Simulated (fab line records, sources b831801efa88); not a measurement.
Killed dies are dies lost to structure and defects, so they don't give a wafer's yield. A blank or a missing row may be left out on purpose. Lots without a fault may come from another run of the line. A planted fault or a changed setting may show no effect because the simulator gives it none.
One fault seen from 2 desks | flow gf180mcu | each desk has only its own numbers; what lay behind them comes last

THE TOOL OWNER'S DESK: pvd_sputter-04
The tool's own readings at GF_MIM_SPUTTER_09 (material TiN, target thk 35 nm, time 29.2 s): means of the sampled wafers that have a number, for each lot that ran on this tool. A lot is out of limits, marked OUT, if its mean lies more than 4 standard deviations from the usual mean; the brackets give that distance.
Columns: A = throttle_valve_pct at GF_MIM_SPUTTER_09, usual 30.1 %
lot  | first seen here | A
L116 | day 26 23:43    | 30.2
L122 | day 28 20:20    | 30.4
L126 | day 29 22:53    | 30.6
This desk's finding: nothing out of limits on any of the 3 lots.

THE METROLOGY DESK
What the gauges read, lot by lot, whatever tool the lot ran on: means of the sampled wafers that have a number. A lot is out of limits, marked OUT, if its mean lies more than 4 standard deviations from the usual mean; the brackets give that distance.
Columns: A = V4_W_RS at GF_V4_RS_MEAS_24, usual 0.329 ohm/sq; B = V4_W_THK at GF_V4_THK_MEAS_25, usual 341 nm; C = MIM_CVD_05_THK at GF_MIM_THK_MEAS_06, usual 42.0 nm; D = MIM_ALCU_RS at GF_MIM_RS_MEAS_10, usual 0.1603 ohm/sq; E = MIM_ALCU_THK at GF_MIM_THK_MEAS_11, usual 198.9 nm; F = cd_nm at GF_M5_CD_MEAS_07, usual 280.1 nm; G = M5_OVL at GF_M5_OVL_MEAS_08, usual -4 nm
lot  | first seen here | A     | B   | C    | D      | E     | F     | G
L116 | day 26 22:50    | 0.327 | 334 | 42.0 | 0.1616 | 196.2 | 280.6 | -1
L117 | day 27 05:04    | 0.333 | 336 | 42.0 | 0.1596 | 198.0 | 279.7 | -5
L122 | day 28 19:28    | 0.323 | 352 | 42.6 | 0.1599 | 200.0 | 280.5 | -3
L124 | day 29 09:25    | 0.330 | 340 | 41.5 | 0.1615 | 196.6 | 280.3 | -7
L126 | day 29 22:04    | 0.327 | 342 | 42.3 | 0.1598 | 203.2 | 280.5 | -6
L129 | day 30 20:44    | 0.332 | 343 | 42.1 | 0.1594 | 199.4 | 281.0 | -5
This desk's finding: nothing out of limits on any of the 6 lots.

PUT TOGETHER
The tool owner's desk saw nothing out of limits.
The metrology desk saw nothing out of limits.

WHAT THE SIMULATOR HAD PUT IN
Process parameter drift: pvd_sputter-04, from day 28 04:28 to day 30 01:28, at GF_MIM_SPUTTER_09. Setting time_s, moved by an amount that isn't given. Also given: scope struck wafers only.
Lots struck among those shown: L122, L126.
